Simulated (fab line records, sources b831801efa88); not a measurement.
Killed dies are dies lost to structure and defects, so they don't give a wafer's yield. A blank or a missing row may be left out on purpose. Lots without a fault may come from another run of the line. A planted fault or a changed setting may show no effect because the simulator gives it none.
Which tool did it? | flow sky130 | 15 lots, 45 wafers sampled, at 4 steps of a route of 708

WHAT THE GAUGES READ, wafer by wafer
The record holds no reading of a measuring or inspecting step that can be judged against a usual standard deviation.

WHICH TOOL RAN EACH LOT (tool, then ch and the chambers of the sampled wafers, then the start)
lot  | SKY_SD_P_STRIP_10                    | SKY_LI_CONTACT_SOFTBAKE_08                   | SKY_LOCAL_INTERCONNECT_SPUTTER_00 | SKY_LOCAL_INTERCONNECT_PEB_09
L649 | plasma_asher-04 ch 0,1, day 25 12:26 | litho_track-01 ch 0, day 29 06:15 or earlier | pvd_sputter-03, day 29 06:15      | litho_track-04 ch 0, day 30 10:00
L650 | plasma_asher-02 ch 0,1, day 25 23:52 | litho_track-02 ch 0, day 29 17:11 or earlier | pvd_sputter-04, day 29 17:11      | litho_track-02 ch 0, day 30 20:00
L651 | plasma_asher-02 ch 0,1, day 26 10:13 | litho_track-03 ch 0, day 30 02:15 or earlier | pvd_sputter-02, day 30 02:15      | litho_track-02 ch 0, day 31 05:00
L652 | plasma_asher-02 ch 0,1, day 26 17:26 | litho_track-01 ch 0, day 30 10:16 or earlier | pvd_sputter-02, day 30 10:16      | litho_track-01, day 31 13:00
L653 | plasma_asher-01 ch 0,1, day 27 06:22 | litho_track-01 ch 0, day 30 21:53 or earlier | pvd_sputter-02, day 30 21:53      | litho_track-04, day 32 00:00
L654 | plasma_asher-01 ch 0,1, day 27 11:59 | litho_track-01 ch 0, day 31 12:11 or earlier | pvd_sputter-02, day 31 12:11      | litho_track-02, day 32 15:00
L662 | plasma_asher-04 ch 0,1, day 30 18:20 | litho_track-03 ch 0, day 34 06:47 or earlier | pvd_sputter-04, day 34 06:47      | litho_track-02 ch 0, day 35 09:00
L665 | plasma_asher-04 ch 0,1, day 31 05:40 | litho_track-01 ch 0, day 34 17:35 or earlier | pvd_sputter-04, day 34 17:35      | litho_track-04 ch 0, day 35 20:00
L664 | plasma_asher-01 ch 0,1, day 31 06:47 | litho_track-01 ch 0, day 34 19:31 or earlier | pvd_sputter-04, day 34 19:31      | litho_track-04 ch 0, day 35 21:00
L666 | plasma_asher-02 ch 0,1, day 31 11:35 | litho_track-03 ch 0, day 34 22:15 or earlier | pvd_sputter-04, day 34 22:15      | litho_track-04 ch 0, day 36 00:00
L668 | plasma_asher-02 ch 0,1, day 32 02:53 | litho_track-03 ch 0, day 35 14:51 or earlier | pvd_sputter-02, day 35 14:51      | litho_track-04 ch 0, day 36 18:00
L669 | plasma_asher-01 ch 0,1, day 32 10:25 | litho_track-03 ch 0, day 35 20:58 or earlier | pvd_sputter-04, day 35 20:58      | litho_track-04 ch 0, day 36 23:00
L670 | plasma_asher-01 ch 0,1, day 32 20:44 | litho_track-02 ch 0, day 36 08:18 or earlier | pvd_sputter-04, day 36 08:18      | litho_track-01 ch 0, day 37 11:00
L671 | plasma_asher-01 ch 0, day 33 03:53   | litho_track-01 ch 0, day 36 15:03 or earlier | pvd_sputter-03, day 36 15:03      | litho_track-02 ch 0, day 37 16:00
L672 | plasma_asher-01 ch 0,1, day 33 05:11 | litho_track-02 ch 0, day 36 15:57 or earlier | pvd_sputter-03, day 36 15:57      | litho_track-01 ch 0, day 37 17:00
- SKY_SD_P_STRIP_10: strips in O2/N2.
- SKY_LI_CONTACT_SOFTBAKE_08: time 92.71 s.
- SKY_LOCAL_INTERCONNECT_SPUTTER_00: material TiN, target thk 100 nm, time 83.3 s.
- SKY_LOCAL_INTERCONNECT_PEB_09

WHAT THE TOOLS THEMSELVES READ (means of the sampled wafers that have a number; where no wafer has one, the mark that the record gives instead)
SKY_SD_P_STRIP_10.
lot  | tool            | drypump_motor_current_A (A) | n2_flow_sccm (sccm) | oes_product_au (a.u.) | strip_time_to_endpoint_s (s)
L649 | plasma_asher-04 | 5.26                        | 300.4               | 0.616                 | 17.51
L650 | plasma_asher-02 | 5.63                        | 299.7               | 0.622                 | 17.57
L651 | plasma_asher-02 | 5.39                        | 300.0               | 0.618                 | 17.55
L652 | plasma_asher-02 | 5.40                        | 300.4               | 0.617                 | 17.56
L653 | plasma_asher-01 | 5.44                        | 300.0               | 0.623                 | 17.57
L654 | plasma_asher-01 | 5.31                        | 300.4               | 0.618                 | 17.61
L662 | plasma_asher-04 | 5.26                        | 299.2               | 0.615                 | 17.58
L665 | plasma_asher-04 | 5.28                        | 300.4               | 0.611                 | 17.61
L664 | plasma_asher-01 | 5.30                        | 299.3               | 0.616                 | 17.58
L666 | plasma_asher-02 | 5.38                        | 300.3               | 0.619                 | 17.59
L668 | plasma_asher-02 | 5.63                        | 300.3               | 0.618                 | 17.50
L669 | plasma_asher-01 | 5.44                        | 299.8               | 0.616                 | 17.59
L670 | plasma_asher-01 | 5.45                        | 300.7               | 0.621                 | 17.57
L671 | plasma_asher-01 | 5.57                        | 301.3               | 0.620                 | 17.59
L672 | plasma_asher-01 | 5.44                        | 298.5               | 0.615                 | 17.60

SKY_LI_CONTACT_SOFTBAKE_08.
lot  | tool           | plate_sensor_t_centre_C (C) | plate_sensor_t_edge_C (C)
L649 | litho_track-01 | 100.90                      | 100.95
L650 | litho_track-02 | 100.88                      | 100.94
L651 | litho_track-03 | 100.88                      | 100.95
L652 | litho_track-01 | 100.88                      | 100.95
L653 | litho_track-01 | 100.87                      | 100.96
L654 | litho_track-01 | 100.88                      | 100.95
L662 | litho_track-03 | 100.88                      | 100.95
L665 | litho_track-01 | 100.89                      | 100.96
L664 | litho_track-01 | 100.88                      | 100.95
L666 | litho_track-03 | 100.89                      | 100.96
L668 | litho_track-03 | 100.89                      | 100.96
L669 | litho_track-03 | 100.87                      | 100.95
L670 | litho_track-02 | 100.88                      | 100.96
L671 | litho_track-01 | 100.88                      | 100.95
L672 | litho_track-02 | 100.88                      | 100.96

SKY_LOCAL_INTERCONNECT_SPUTTER_00.
lot  | tool           | throttle_valve_pct (%)
L649 | pvd_sputter-03 | 30.1
L650 | pvd_sputter-04 | 29.2
L651 | pvd_sputter-02 | 30.2
L652 | pvd_sputter-02 | 30.3
L653 | pvd_sputter-02 | 30.4
L654 | pvd_sputter-02 | 29.5
L662 | pvd_sputter-04 | 29.2
L665 | pvd_sputter-04 | 29.3
L664 | pvd_sputter-04 | 29.3
L666 | pvd_sputter-04 | 29.2
L668 | pvd_sputter-02 | 29.5
L669 | pvd_sputter-04 | 29.3
L670 | pvd_sputter-04 | 29.0
L671 | pvd_sputter-03 | 30.6
L672 | pvd_sputter-03 | 29.6

SKY_LOCAL_INTERCONNECT_PEB_09.
lot  | tool           | exhaust_pa (Pa)
L649 | litho_track-04 | 46.1
L650 | litho_track-02 | 44.2
L651 | litho_track-02 | 44.5
L652 | litho_track-01 | -
L653 | litho_track-04 | -
L654 | litho_track-02 | -
L662 | litho_track-02 | 44.5
L665 | litho_track-04 | 44.4
L664 | litho_track-04 | 44.2
L666 | litho_track-04 | 44.2
L668 | litho_track-04 | 45.2
L669 | litho_track-04 | 43.7
L670 | litho_track-01 | 44.6
L671 | litho_track-02 | 45.1
L672 | litho_track-01 | 45.1

THE ANSWER, worked out from the rows above alone
Rule: what is usual is taken from the lots themselves. Put in order of their means at a reading, lots are off if they are a third of the lots or fewer, leave a main group of 4 or more, and stand apart from it by a gap of 3 or more times the standard deviation of the main group's means; of several such gaps the widest counts. A main group whose means are all the same, to the digits that the tables above print for the reading, isn't used. A lot without any number at a reading at which 4 lots or more have one is off too. The other lots that the step has rows for count as sound. The gauges are gone through in route order, then the tools' own readings, and for those a lot's mean is taken as printed above. The first step at which some lot is off is used, and at that step the reading that is off furthest; a lot without a number counts as furthest.
Off: L652, L653, L654, at SKY_LOCAL_INTERCONNECT_PEB_09 (exhaust_pa). Without a number there: L652, L653, L654. The main group: mean 44.6 Pa, standard deviation 0.61.
A tool fits if, at that step or a process step before it, it ran every lot that is off, and no sound lot after the first of them. SKY_LI_CONTACT_SOFTBAKE_08 gives no start for some lots, so the hours and the order of its lots are those of SKY_LOCAL_INTERCONNECT_SPUTTER_00. None of those tried fits.

WHAT THE SIMULATOR HAD PUT IN
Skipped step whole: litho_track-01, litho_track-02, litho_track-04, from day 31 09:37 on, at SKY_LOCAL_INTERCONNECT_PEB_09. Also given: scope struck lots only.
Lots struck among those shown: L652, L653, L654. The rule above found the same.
